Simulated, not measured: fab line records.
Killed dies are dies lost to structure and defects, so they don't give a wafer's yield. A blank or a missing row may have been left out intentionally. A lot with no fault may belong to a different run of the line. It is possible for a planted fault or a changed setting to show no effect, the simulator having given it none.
fab line records	flow sky130
record lots=6	wafers=18	last_day=50
route steps=708 shown POLY_GATE@220 LDD_N@237 LDD_P@255 PAD_OPEN@708
lots that met no fault: from a run of the same line without faults
start_h: hours from the record's opening day to when the first of the lot's shown wafers began	wait_h: how many hours have passed since the lot's step before this one	" unchanged from the row above	L1.1+2: one row covering several wafers at once	- no value, or no start given	* or withheld: withheld	< > ~ a bound
route shown NAME@n: NAME is a module with steps in the file, n the number in the route of the first one	usual: mean/standard deviation taken from wafers without a fault	same: alike in all rows	chamber/n: place in a boat	sites: each site's reading	_std_site: standard deviation across them	_edge_site: inner sites' mean taken away from outer sites' mean	radius_mm: for every site, how far away it sits from the centre of the wafer	mask NAME#n: copy n	behind: the last tool/chamber to shape the wafer	hold: what put the lot on hold/how long, in hours/how the hold closed	device: names the non-switching transistor (n, p or np)	end of line: tests of these same wafers at the route's end	step lacking rows: just its recipe	killed: count of dies lost to structure and defects at first sort (not the wafer's yield)	map: shows each die of a wafer: x if killed, . if not, _ if none is there
set.NAME: the setting as run; set.NAME@STEP: as run at that earlier step	model.NAME: the simulator's own value behind a step, which no gauge read
a table for each step, a row for each wafer; lots at some steps of the route
services: a tool's chamber out of use, with start hour (start_h, from the record's first day; less than 0 if before it), hours out, and reason
## steps
# step SKY_POLY_GATE_HMDS_06
# recipe prime_time_s=60	prime_temp_c=120
# step SKY_POLY_GATE_COAT_07
# recipe resist=BARC	temp_c=withheld	time_s=withheld	spin_rpm=3000	resist_thk_nm=110
# step SKY_POLY_GATE_COAT_08
# recipe resist=KrF-thick	spin_rpm=3000	resist_thk_nm=450
# step SKY_POLY_GATE_SOFTBAKE_09
# recipe temp_c=100	time_s=90	resist=KrF-thick
# step SKY_POLY_GATE_EXPOSE_10
# recipe mask_id=P1M	na=0.68	source_shape=conventional	sigma_outer=0.6	target_cd_nm=150	dose_mj=28
# step SKY_POLY_GATE_PEB_11
# recipe peb_temp_c=withheld	peb_time_s=withheld	resist=KrF-thick
# step SKY_POLY_GATE_DEVELOP_12
# recipe develop_time_s=60	resist=KrF-thick	dev_temp_c=21
# step SKY_POLY_GATE_CD_MEAS_13
# recipe target_cd_nm=150
# usual cd_nm=150.5/1.5
lot.wafer	tool	chamber	start_h	wait_h	cd_nm
L788.1	cd_sem-01	-	377.77	-	150.1
L788.4	"	-	"	"	151.2
L788.6	"	-	"	"	149.9
L789.2	cd_sem-01	-	385.39	-	150.0
L789.4	"	-	"	"	149.0
L789.6	"	-	"	"	149.1
L799.2	cd_sem-01	-	481.85	-	150.8
L799.3	"	-	"	"	151.0
L799.6	"	-	"	"	151.2
L800.2	cd_sem-02	-	483.83	-	151.1
L800.3	"	-	"	"	151.1
L800.4	"	-	"	"	150.6
L802.3	cd_sem-01	-	509.51	-	151.2
L802.5	"	-	"	"	151.2
L802.6	"	-	"	"	152.1
L808.1	cd_sem-02	-	557.21	-	153.1
L808.2	"	-	"	"	153.1
L808.5	"	-	"	"	152.9
# step SKY_POLY_GATE_OVL_MEAS_14
# usual POLY_GATE_OVL=6/5.6
lot.wafer	tool	chamber	start_h	wait_h	POLY_GATE_OVL[nm]
L788.1	overlay-02	-	377.89	0.1	0
L788.4	"	-	"	"	1
L788.6	"	-	"	"	6
L789.2	overlay-01	-	385.50	0.1	13
L789.4	"	-	"	"	10
L789.6	"	-	"	"	9
L799.2	overlay-02	-	481.96	0.1	-2
L799.3	"	-	"	"	7
L799.6	"	-	"	"	0
L800.2	overlay-01	-	483.94	0.1	9
L800.3	"	-	"	"	11
L800.4	"	-	"	"	2
L802.3	overlay-01	-	509.60	0.1	16
L802.5	"	-	"	"	8
L802.6	"	-	"	"	-4
L808.1	overlay-02	-	557.33	0.1	3
L808.2	"	-	"	"	7
L808.5	"	-	"	"	15
# step SKY_POLY_GATE_ETCH_15
# recipe chemistry=N2/H2	target=BARC	ion_energy_ev=200	source_w=500	bias_w=100	pressure_mtorr=30	n2_flow_sccm=100	h2_flow_sccm=200	stop_on=SiO2	time_s=118.5	target_depth_a=1100
# usual drypump_motor_current_A=5.7/0.32	oes_product_au=0.716/0.0046	throttle_valve_pct=13.212/0.009
lot.wafer	tool	chamber	start_h	wait_h	drypump_motor_current_A	oes_product_au	rf_hours_counter_h	throttle_valve_pct
L788.1	rie_diel-03	3	377.93	0.0	6.0	0.719	110	13.210
L788.4	"	3	"	"	6.0	0.720	-	13.205
L788.6	"	2	"	"	5.7	0.710	-	13.207
L789.2	rie_diel-01	1	385.53	0.0	5.8	0.714	82	13.229
L789.4	"	2	"	"	5.8	0.716	21	13.211
L789.6	"	1	"	"	5.8	0.722	-	13.214
L799.2	rie_diel-03	3	481.99	0.0	6.0	0.717	2	13.214
L799.3	"	1	"	"	5.6	0.711	39	13.204
L799.6	"	3	"	"	6.0	0.707	-	13.217
L800.2	rie_diel-04	3	483.97	0.0	5.9	0.722	10	13.223
L800.3	"	2	"	"	6.4	0.716	13	13.197
L800.4	"	1	"	"	5.2	0.727	13	13.211
L802.3	rie_diel-04	2	509.63	0.0	6.4	0.717	14	13.222
L802.5	"	1	"	"	5.2	0.715	-	13.219
L802.6	"	2	"	"	6.4	0.710	-	13.222
L808.1	rie_diel-04	0	557.37	0.0	5.6	0.709	7	13.224
L808.2	"	3	"	"	5.9	0.712	11	13.220
L808.5	"	3	"	"	5.9	0.713	-	13.237
# step SKY_POLY_GATE_ETCH_16
# recipe stop_on=poly-Si	chemistry=CH3F/O2	target=Si3N4	source_w=400	bias_w=80	pressure_mtorr=25	ch3f_flow_sccm=40	O2_flow_sccm=30	time_s=147.5	target_depth_a=750
# usual drypump_motor_current_A=5.7/0.32	oes_product_au=0.639/0.0055	throttle_valve_pct=10.536/0.0085
lot.wafer	tool	chamber	start_h	wait_h	drypump_motor_current_A	oes_product_au	rf_hours_counter_h	throttle_valve_pct
L788.1	rie_diel-03	3	378.01	0.0	6.0	0.629	110	10.542
L788.4	"	3	"	"	6.0	0.638	-	10.552
L788.6	"	2	"	"	5.7	0.634	-	10.523
L789.2	rie_diel-01	1	385.61	0.0	5.9	0.633	82	10.511
L789.4	"	2	"	"	5.8	0.645	21	10.535
L789.6	"	1	"	"	5.9	0.646	-	10.529
L799.2	rie_diel-03	3	482.07	0.0	6.0	0.645	2	10.546
L799.3	"	1	"	"	5.6	0.639	39	10.528
L799.6	"	3	"	"	6.0	0.633	-	10.536
L800.2	rie_diel-04	3	484.05	0.0	5.9	0.644	10	10.524
L800.3	"	2	"	"	6.4	0.651	14	10.526
L800.4	"	1	"	"	5.2	0.643	13	10.536
L802.3	rie_diel-04	2	509.71	0.0	6.4	0.635	14	10.549
L802.5	"	1	"	"	5.2	0.639	-	10.534
L802.6	"	2	"	"	6.4	0.634	-	10.538
L808.1	rie_diel-04	0	557.45	0.0	5.5	0.638	7	10.540
L808.2	"	3	"	"	5.9	0.640	11	10.534
L808.5	"	3	"	"	5.9	0.642	-	10.531
# step SKY_POLY_GATE_ETCH_17
# recipe target_depth_nm=180	stop_on=SiO2	over_etch_frac=0.56667	chemistry=HBr/Cl2	target=poly-Si	icp_w=400	bias_w=100	pressure_mtorr=10	HBr_flow_sccm=150	Cl2_flow_sccm=50	time_s=70.5
# usual drypump_motor_current_A=5.7/0.57	oes_product_au=0.984/0.0083	throttle_valve_pct=33.685/0.0096
lot.wafer	tool	chamber	start_h	wait_h	drypump_motor_current_A	oes_product_au	rf_hours_counter_h	throttle_valve_pct
L788.1	rie_si-02	1	378.11	0.0	6.4	0.979	19	33.677
L788.4	"	2	"	"	5.0	0.988	2	33.703
L788.6	"	2	"	"	5.0	1.000	-	33.696
L789.2	rie_si-02	1	385.71	0.0	6.5	0.987	19	33.671
L789.4	"	3	"	"	6.4	0.995	5	33.700
L789.6	"	3	"	"	6.4	0.995	-	33.676
L799.2	rie_si-01	2	482.17	0.0	5.4	0.982	2	33.682
L799.3	"	1	"	"	5.7	0.991	2	33.692
L799.6	"	1	"	"	5.7	0.981	-	33.700
L800.2	rie_si-02	0	484.15	0.0	6.5	0.984	48	33.678
L800.3	"	1	"	"	6.4	0.980	19	33.683
L800.4	"	3	"	"	6.4	0.991	6	33.693
L802.3	rie_si-02	0	509.81	0.0	6.5	0.981	48	33.691
L802.5	"	2	"	"	5.0	0.990	-	33.692
L802.6	"	3	"	"	6.4	1.001	-	33.695
L808.1	rie_si-02	2	557.55	0.0	5.0	0.993	3	33.674
L808.2	"	0	"	"	6.5	0.987	0	33.685
L808.5	"	3	"	"	6.4	0.988	-	33.682
# step SKY_POLY_GATE_STRIP_18
# recipe chemistry=O2/N2	power_w=1400	pressure_mtorr=1500	platen_temp_c=withheld	o2_flow_sccm=3000	n2_flow_sccm=300	overash_fraction=0.5
# usual drypump_motor_current_A=5.4/0.35	oes_product_au=0.361/0.005	strip_time_to_endpoint_s=3.17/0.04
lot.wafer	tool	chamber	start_h	wait_h	drypump_motor_current_A	oes_product_au	rf_hours_counter_h	strip_time_to_endpoint_s
L788.1	plasma_asher-01	0	378.17	0.0	5.4	0.359	70	3.13
L788.4	"	0	"	"	5.5	0.360	-	3.13
L788.6	"	0	"	"	5.4	0.365	-	3.15
L789.2	plasma_asher-03	0	385.77	0.0	5.0	0.360	55	3.08
L789.4	"	0	"	"	5.0	0.359	-	3.15
L789.6	"	0	"	"	5.0	0.353	-	3.07
L799.2	plasma_asher-03	0	482.22	0.0	5.0	0.361	65	3.21
L799.3	"	0	"	"	5.0	0.359	-	3.20
L799.6	"	0	"	"	5.0	0.370	-	3.24
L800.2	plasma_asher-03	0	484.20	0.0	5.0	0.358	65	3.14
L800.3	"	1	"	"	5.1	0.366	-	3.17
L800.4	"	0	"	"	5.0	0.361	-	3.10
L802.3	plasma_asher-04	0	509.90	0.1	6.0	0.354	-	3.19
L802.5	"	1	"	"	5.5	0.364	-	3.14
L802.6	"	0	"	"	6.0	0.367	-	3.16
L808.1	plasma_asher-01	0	557.60	0.0	5.5	0.362	13	3.17
L808.2	"	1	"	"	5.8	0.359	13	3.15
L808.5	"	0	"	"	5.5	0.352	-	3.13
# step SKY_POLY_GATE_CLEAN_19
# recipe chemistry=SC1/SC2	mix=1:4:20	temp_c=70	time_s=150	dry=n2_spin
# step SKY_POLY_GATE_OXIDATION_20
# recipe temp_c=850	ambient=O2	stabilise_s=600	purge_s=300	target_thk_a=40	ox_time_s=899
# step SKY_POLY_GATE_THK_MEAS_21
# recipe reads=SiO2_of_POLY_GATE_OXIDATION_20
# usual POLY_GATE_OXIDATION_THK=4.01/0.086
lot.wafer	tool	chamber	start_h	wait_h	POLY_GATE_OXIDATION_THK[nm]
L788.1	film_metro-04	-	379.57	0.0	3.94
L788.4	"	-	"	"	3.96
L788.6	"	-	"	"	4.12
L789.2	film_metro-01	-	388.70	0.0	4.01
L789.4	"	-	"	"	4.08
L789.6	"	-	"	"	4.08
L799.2	film_metro-02	-	483.69	0.0	4.25
L799.3	"	-	"	"	4.15
L799.6	"	-	"	"	4.21
L800.2	film_metro-01	-	485.67	0.0	3.98
L800.3	"	-	"	"	3.98
L800.4	"	-	"	"	3.93
L802.3	film_metro-01	-	511.29	0.0	4.06
L802.5	"	-	"	"	4.07
L802.6	"	-	"	"	4.09
L808.1	film_metro-01	-	559.01	0.0	3.96
L808.2	"	-	"	"	3.99
L808.5	"	-	"	"	3.94
# step SKY_POLY_GATE_CD_MEAS_22
# usual cd_nm=150.3/2.5
lot.wafer	tool	chamber	start_h	wait_h	cd_nm
L788.1	cd_sem-02	-	379.63	0.1	149.1
L788.4	"	-	"	"	153.1
L788.6	"	-	"	"	151.5
L789.2	cd_sem-01	-	388.78	0.1	149.6
L789.4	"	-	"	"	146.5
L789.6	"	-	"	"	149.7
L799.2	cd_sem-01	-	483.77	0.1	152.4
L799.3	"	-	"	"	151.5
L799.6	"	-	"	"	150.3
L800.2	cd_sem-02	-	485.75	0.1	149.5
L800.3	"	-	"	"	151.3
L800.4	"	-	"	"	153.0
L802.3	cd_sem-02	-	511.39	0.1	150.0
L802.5	"	-	"	"	151.9
L802.6	"	-	"	"	151.2
L808.1	cd_sem-01	-	559.07	0.1	154.4
L808.2	"	-	"	"	150.9
L808.5	"	-	"	"	149.2
# step SKY_LDD_N_DEHYDRATE_00
# recipe temp_c=200	time_s=60
# step SKY_LDD_N_HMDS_01
# recipe prime_time_s=60	prime_temp_c=120
# step SKY_LDD_N_COAT_02
# recipe resist=NOVOLAK	spin_rpm=3000	resist_thk_nm=300
# step SKY_LDD_N_SOFTBAKE_03
# recipe temp_c=90	time_s=60	resist=NOVOLAK
# step SKY_LDD_N_EXPOSE_04
# recipe mask_id=NTM	target_cd_nm=840	na=0.6	source_shape=conventional	sigma_outer=0.6	dose_mj=110
# step SKY_LDD_N_PEB_05
# recipe temp_c=withheld	time_s=*	resist=NOVOLAK
# step SKY_LDD_N_DEVELOP_06
# recipe develop_time_s=60	dev_temp_c=23
# step SKY_LDD_N_OVL_MEAS_07
# usual LDD_N_OVL=0.7/1.6
lot.wafer	tool	chamber	start_h	wait_h	LDD_N_OVL[nm]
L788.1	overlay-02	-	408.62	0.1	0.4
L788.4	"	-	"	"	2.2
L788.6	"	-	"	"	0.6
L789.2	overlay-02	-	418.27	0.1	0.0
L789.4	"	-	"	"	2.0
L789.6	"	-	"	"	-0.5
L799.2	overlay-01	-	514.19	0.1	-1.1
L799.3	"	-	"	"	0.8
L799.6	"	-	"	"	2.0
L800.2	overlay-01	-	516.34	0.1	1.1
L800.3	"	-	"	"	0.4
L800.4	"	-	"	"	0.8
L802.3	overlay-01	-	541.28	0.1	-0.4
L802.5	"	-	"	"	-0.2
L802.6	"	-	"	"	1.9
L808.1	overlay-01	-	588.38	0.1	-2.5
L808.2	"	-	"	"	-0.5
L808.5	"	-	"	"	-0.2
# step SKY_LDD_N_IMPLANT_08
# recipe species=As	energy_kev=20	dose_cm2=7.5e+13	tilt_deg=withheld	rotation_deg=23
# step SKY_LDD_N_IMPLANT_09
# recipe species=As	energy_kev=20	dose_cm2=7.5e+13	tilt_deg=withheld	rotation_deg=113
# step SKY_LDD_N_IMPLANT_10
# recipe species=As	energy_kev=20	dose_cm2=7.5e+13	tilt_deg=withheld	rotation_deg=203
# step SKY_LDD_N_IMPLANT_11
# recipe species=As	energy_kev=20	dose_cm2=7.5e+13	tilt_deg=withheld	rotation_deg=293
# step SKY_LDD_N_IMPLANT_12
# recipe species=BF2	energy_kev=50	dose_cm2=5e+12	tilt_deg=30	rotation_deg=0
# step SKY_LDD_N_IMPLANT_13
# recipe species=BF2	energy_kev=50	dose_cm2=5e+12	tilt_deg=30	rotation_deg=90
# step SKY_LDD_N_IMPLANT_14
# recipe species=BF2	energy_kev=50	dose_cm2=5e+12	tilt_deg=30	rotation_deg=180
# step SKY_LDD_N_IMPLANT_15
# recipe species=BF2	energy_kev=50	dose_cm2=5e+12	tilt_deg=30	rotation_deg=270
# step SKY_LDD_N_STRIP_16
# recipe chemistry=O2/N2	power_w=1400	pressure_mtorr=1500	platen_temp_c=withheld	o2_flow_sccm=3000	n2_flow_sccm=300	overash_fraction=0.5
# usual drypump_motor_current_A=5.7/0.38	oes_product_au=0.407/0.0043	strip_time_to_endpoint_s=4.318/0.015
lot.wafer	tool	chamber	start_h	wait_h	drypump_motor_current_A	oes_product_au	rf_hours_counter_h	strip_time_to_endpoint_s
L788.1	plasma_asher-02	1	409.86	0.1	5.2	0.406	30	4.326
L788.4	"	0	"	"	6.3	0.405	-	4.347
L788.6	"	1	"	"	5.2	0.409	-	4.319
L789.2	plasma_asher-02	1	419.50	0.1	5.1	0.407	30	4.331
L789.4	"	1	"	"	5.2	0.410	-	4.340
L789.6	"	0	"	"	6.3	0.411	-	4.317
L799.2	plasma_asher-01	1	515.42	0.1	5.8	0.404	9	4.316
L799.3	"	0	"	"	5.4	0.405	-	4.297
L799.6	"	1	"	"	5.9	0.404	-	4.317
L800.2	plasma_asher-02	0	517.57	0.1	6.2	0.416	41	4.290
L800.3	"	1	"	"	5.2	0.407	-	4.288
L800.4	"	0	"	"	6.2	0.407	-	4.300
L802.3	plasma_asher-04	1	542.54	0.1	5.5	0.408	-	4.318
L802.5	"	0	"	"	6.0	0.407	-	4.339
L802.6	"	1	"	"	5.5	0.401	-	4.310
L808.1	plasma_asher-04	0	589.62	0.1	6.0	0.404	84	4.309
L808.2	"	1	"	"	5.5	0.403	84	4.317
L808.5	"	0	"	"	6.0	0.399	-	4.313
# step SKY_LDD_N_TW_MEAS_17
# usual LDD_N_TW=2574/13
lot.wafer	tool	chamber	start_h	wait_h	LDD_N_TW
L788.1	film_metro-01	-	409.96	0.1	2559
L788.4	"	-	"	"	2562
L788.6	"	-	"	"	2565
L789.2	film_metro-03	-	419.61	0.1	2587
L789.4	"	-	"	"	2588
L789.6	"	-	"	"	2581
L799.2	film_metro-04	-	515.53	0.1	2560
L799.3	"	-	"	"	2586
L799.6	"	-	"	"	2573
L800.2	film_metro-04	-	517.68	0.1	2574
L800.3	"	-	"	"	2580
L800.4	"	-	"	"	2576
L802.3	film_metro-03	-	542.63	0.1	2598
L802.5	"	-	"	"	2596
L802.6	"	-	"	"	2588
L808.1	film_metro-01	-	589.72	0.1	2576
L808.2	"	-	"	"	2563
L808.5	"	-	"	"	2559
# step SKY_LDD_P_DEHYDRATE_00
# recipe temp_c=200	time_s=60
# step SKY_LDD_P_HMDS_01
# recipe prime_time_s=60	prime_temp_c=120
# step SKY_LDD_P_COAT_02
# recipe resist=NOVOLAK	spin_rpm=3000	resist_thk_nm=1140
# step SKY_LDD_P_SOFTBAKE_03
# recipe temp_c=90	time_s=60	resist=NOVOLAK
# step SKY_LDD_P_EXPOSE_04
# recipe mask_id=PSDM	na=0.6	source_shape=conventional	sigma_outer=0.6	polarization=unpolarized	target_cd_nm=380	dose_mj=138
# step SKY_LDD_P_PEB_05
# recipe temp_c=withheld	time_s=*	resist=NOVOLAK
# step SKY_LDD_P_DEVELOP_06
# recipe resist=NOVOLAK	developer=TMAH	develop_time_s=60	dev_temp_c=23
# step SKY_PAD_OPEN_PROBE_99
# usual killed_at_M0_to_M3=44/7.5	killed_at_M4_up=3.2/1.9	killed_at_contacts=23/4.7	killed_at_front_end=15/4.7	killed_at_other=0.4/0.66	killed_dies=87/9.3	killed_open=47/7.2	killed_short=39/6.5
# same gross_dies=492	killed_at_back_side=0
lot.wafer	tool	chamber	start_h	wait_h	hold	killed_at_M0_to_M3	killed_at_M4_up	killed_at_contacts	killed_at_front_end	killed_at_other	killed_dies	killed_open	killed_short
L788.1	prober-01	-	1078.91	0.1	-	34	4	25	14	0	77	48	29
L788.4	prober-01	-	1079.06	0.2	-	52	3	34	8	0	97	57	40
L788.6	prober-01	-	1079.16	0.2	-	48	2	22	11	2	85	57	28
L789.2	prober-02	-	1086.09	0.1	-	47	5	27	19	0	98	45	53
L789.4	prober-02	-	1086.19	0.2	-	45	2	30	14	0	91	43	48
L789.6	prober-02	-	1086.29	0.2	-	47	1	19	13	0	80	47	33
L799.2	prober-02	-	1149.79	0.1	await_dispo/2.7h/release	43	6	26	56	0	131	45	42
L799.3	prober-02	-	1149.84	0.2	await_dispo/2.7h/release	30	2	25	73	0	130	40	28
L799.6	prober-02	-	1149.99	0.2	await_dispo/2.7h/release	46	5	27	66	1	145	48	40
L800.2	prober-01	-	1152.07	0.1	await_dispo/9.7h/release	26	2	22	65	1	116	39	31
L800.3	prober-01	-	1152.12	0.2	await_dispo/9.7h/release	41	4	21	16	1	83	47	35
L800.4	prober-01	-	1152.17	0.2	await_dispo/9.7h/release	52	4	17	73	0	146	58	41
L802.3	prober-01	-	1164.08	0.2	-	48	3	31	12	0	94	57	37
L802.5	prober-01	-	1164.18	0.2	-	47	2	18	10	0	77	48	29
L802.6	prober-01	-	1164.23	0.2	-	51	0	28	10	1	90	48	38
L808.1	prober-01	-	1191.33	0.1	-	47	3	27	19	0	96	58	37
L808.2	prober-01	-	1191.38	0.1	-	57	4	19	9	1	90	49	41
L808.5	prober-01	-	1191.53	0.2	-	45	3	23	18	0	89	45	43
# killed by level:class
L788.1 CONTACT:geometric_particle:open=10 FIELD_ISO:geometric_particle:open=6 METAL1:geometric_particle:open=6 LI_CONTACT:geometric_particle:open=6 VIA3:geometric_particle:open=6 CONTACT:geometric_particle:short=4 VIA1:geometric_particle:open=4 LOCAL_INTERCONNECT:geometric_particle:open=3
L788.4 VIA1:geometric_particle:open=12 CONTACT:geometric_particle:open=11 VIA2:geometric_particle:open=11 CONTACT:geometric_particle:short=8 METAL1:geometric_particle:short=7 METAL2:geometric_particle:short=7 LI_CONTACT:geometric_particle:open=6 LOCAL_INTERCONNECT:geometric_particle:short=5
L788.6 VIA1:geometric_particle:open=14 CONTACT:geometric_particle:open=13 VIA3:geometric_particle:open=8 VIA2:geometric_particle:open=8 POLY_GATE:geometric_particle:open=7 METAL1:geometric_particle:short=5 VIA1:geometric_particle:short=5 CONTACT:geometric_particle:short=4
L789.2 VIA1:geometric_particle:open=12 POLY_GATE:geometric_particle:open=8 METAL3:geometric_particle:short=7 CONTACT:geometric_particle:short=7 LI_CONTACT:geometric_particle:open=7 CONTACT:geometric_particle:open=7 VIA3:geometric_particle:open=6 LOCAL_INTERCONNECT:geometric_particle:short=5
L789.4 CONTACT:geometric_particle:open=11 METAL2:geometric_particle:short=9 VIA1:geometric_particle:open=8 VIA1:geometric_particle:short=6 CONTACT:geometric_particle:short=6 VIA2:geometric_particle:open=5 LOCAL_INTERCONNECT:geometric_particle:short=5 POLY_GATE:geometric_particle:short=4
L789.6 VIA1:geometric_particle:open=14 VIA2:geometric_particle:open=9 VIA1:geometric_particle:short=8 CONTACT:geometric_particle:short=7 VIA3:geometric_particle:open=6 CONTACT:geometric_particle:open=5 FIELD_ISO:geometric_particle:open=4 LI_CONTACT:geometric_particle:open=4
L799.2 POLY_GATE:unspecified=44 VIA1:geometric_particle:open=12 LI_CONTACT:geometric_particle:open=10 CONTACT:geometric_particle:short=6 VIA3:geometric_particle:open=6 VIA1:geometric_particle:short=5 VIA2:geometric_particle:open=5 FIELD_ISO:geometric_particle:open=4
L799.3 POLY_GATE:unspecified=62 CONTACT:geometric_particle:open=10 VIA1:geometric_particle:open=7 LI_CONTACT:geometric_particle:open=6 CONTACT:geometric_particle:short=5 METAL2:geometric_particle:short=5 VIA3:geometric_particle:open=5 VIA2:geometric_particle:open=4
L799.6 POLY_GATE:unspecified=57 VIA1:geometric_particle:open=12 CONTACT:geometric_particle:open=10 METAL1:geometric_particle:short=8 LOCAL_INTERCONNECT:geometric_particle:short=6 VIA3:geometric_particle:open=6 VIA3:geometric_particle:short=6 LI_CONTACT:geometric_particle:open=5
L800.2 POLY_GATE:unspecified=46 FIELD_ISO:geometric_particle:open=9 CONTACT:geometric_particle:open=8 POLY_GATE:geometric_particle:short=5 VIA3:geometric_particle:open=4 VIA1:geometric_particle:short=4 VIA2:geometric_particle:open=4 METAL2:geometric_particle:short=4
L800.3 VIA1:geometric_particle:open=9 VIA3:geometric_particle:open=8 LI_CONTACT:geometric_particle:open=7 CONTACT:geometric_particle:open=6 METAL1:geometric_particle:short=6 FIELD_ISO:geometric_particle:open=5 CONTACT:geometric_particle:short=5 VIA2:geometric_particle:open=4
L800.4 POLY_GATE:unspecified=46 VIA1:geometric_particle:open=15 FIELD_ISO:geometric_particle:open=7 METAL1:geometric_particle:short=7 LI_CONTACT:geometric_particle:open=7 VIA3:geometric_particle:open=7 VIA2:geometric_particle:open=7 POLY_GATE:geometric_particle:open=6
L802.3 CONTACT:geometric_particle:open=12 LI_CONTACT:geometric_particle:open=11 VIA1:geometric_particle:open=10 VIA2:geometric_particle:open=9 VIA3:geometric_particle:open=7 METAL2:geometric_particle:short=6 FIELD_ISO:geometric_particle:short=4 CONTACT:geometric_particle:short=4
L802.5 VIA1:geometric_particle:open=11 CONTACT:geometric_particle:open=7 LI_CONTACT:geometric_particle:open=6 VIA3:geometric_particle:open=6 VIA2:geometric_particle:open=5 FIELD_ISO:geometric_particle:open=4 VIA3:geometric_particle:short=4 METAL3:geometric_particle:short=4
L802.6 VIA1:geometric_particle:open=17 LI_CONTACT:geometric_particle:open=7 CONTACT:geometric_particle:open=7 VIA2:geometric_particle:open=7 CONTACT:geometric_particle:short=6 LI_CONTACT:geometric_particle:short=5 VIA1:geometric_particle:short=5 METAL2:geometric_particle:short=5
L808.1 CONTACT:geometric_particle:open=13 VIA3:geometric_particle:open=9 VIA2:geometric_particle:open=7 VIA1:geometric_particle:open=7 METAL1:geometric_particle:short=6 FIELD_ISO:geometric_particle:short=5 POLY_GATE:geometric_particle:open=4 SPACER:geometric_particle:short=4
L808.2 VIA1:geometric_particle:open=13 METAL1:geometric_particle:short=10 VIA3:geometric_particle:open=7 LI_CONTACT:geometric_particle:open=6 METAL2:geometric_particle:short=5 VIA2:geometric_particle:open=5 LI_CONTACT:geometric_particle:short=4 CONTACT:geometric_particle:short=4
L808.5 LI_CONTACT:geometric_particle:open=9 VIA1:geometric_particle:open=9 CONTACT:geometric_particle:open=7 METAL1:geometric_particle:short=5 VIA1:geometric_particle:short=5 METAL2:geometric_particle:short=5 FIELD_ISO:geometric_particle:open=4 VIA2:geometric_particle:short=4
# map L799.6 (x killed, . not)
__________.xxxxxx..._________
________.xxxxxxxxxx..._______
______x..xxxxxxxxxxxxx.._____
_____..x..xxxxxxxxx.x...x____
____xx...xxxxxxxxxx.......___
___........x.xxxxxx.....x..__
__x..x....xxxxxxx...xx....x._
_.xx...............xx....x...
_..x........x........x.x.....
_.x...x..x.x....x...........x
_.x.xx..............x..x..xx.
_...x.........x...........x..
_xx.......x...x.............x
_..xx..........x...xx.....x..
_..x..xx.......x..x...xx...xx
__.............x.....x.xx.x._
___x.......x..x..x...x..x..__
____..x......x...x....x...___
_____...x......x.......xx____
______...x......x......._____
________..xx..x......._______
__________........xx_________
# map L800.4 (x killed, . not)
__________xxxxxxxx.._________
________.x.xxxxxxxx..._______
______....xxxxxxxx..x..._____
_____x...x.xxxxxxxxx.....____
____x..x..xxxxxxxxx......x___
___x..xx..x..xxxx..........__
__.........x.x.x..x........._
_.....x.xx..xxx....x.x...xx..
_x.x..........x.....x....x...
_...x.x.x.x.x....x.......xx..
_x.............x....x....x..x
_........x...................
_...xx...xxx.........x......x
_.......x.x..x.x.x....x......
_..x....x....x...x.....xx.xxx
__.......x....xx...x........_
___...x....x.x........x.x..__
____.xxx.....x.x..x.x.....___
_____xx.xx.xx..x.x...x..x____
______x.....x....x...x.._____
________xx........x..._______
__________........x._________
## services
tool	chamber	start_h	hours	kind
rie_diel-03	-	361.37	1.0	repair
rie_diel-03	0	370.41	12.1	repair
plasma_asher-03	-	378.58	1.8	repair
rie_diel-04	-	384.99	0.5	repair
rie_si-02	-	388.41	1.7	repair
plasma_asher-04	-	389.09	1.9	repair
plasma_asher-02	-	397.98	3.5	repair
plasma_asher-04	-	402.08	1.4	repair
rie_diel-04	3	405.21	4.1	repair
rie_si-02	3	407.03	3.7	repair
plasma_asher-04	-	410.55	0.3	repair
plasma_asher-02	-	413.53	0.6	repair
rie_diel-04	-	421.18	0.4	repair
rie_si-02	-	422.46	2.8	pm
rie_diel-03	2	467.65	3.3	repair
rie_diel-03	0	479.60	2.4	repair
rie_diel-04	1	486.24	18.5	repair
rie_diel-04	3	496.42	9.0	repair
rie_diel-03	2	532.48	36.3	repair
rie_diel-03	0	547.21	5.8	repair
rie_diel-04	1	548.06	7.6	repair
rie_diel-03	1	548.95	9.0	repair
rie_diel-04	2	556.44	3.9	repair
rie_diel-04	3	568.03	5.3	repair
## key
first_sign step=SKY_PAD_OPEN_PROBE_99	reading=killed_at_front_end	direction=up	sigmas=11	usual=15	struck=67
effect step=SKY_PAD_OPEN_PROBE_99	reading=killed_dies	direction=up	sigmas=5.1	usual=87	struck=134
met_at SKY_POLY_GATE_STRIP_18
struck_wafers L799.2,L799.3,L799.6,L800.2,L800.4
tester_left_out L799,L800
onset_between 385.77 482.22
fault kind=chamber_particle_source	tool=plasma_asher-03	chamber=0	onset_h=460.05	steps=SKY_POLY_GATE_STRIP_18	rate_per_visit_cm2=1.0534	end_h=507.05
# tester_left_out: of these lots the tester's yield and bins aren't shown, on N5 and GAA mostly nor the transistor test; their killed dies are dies lost to structure and defects alone, not to doping, threshold or leakage, so they don't give the yield
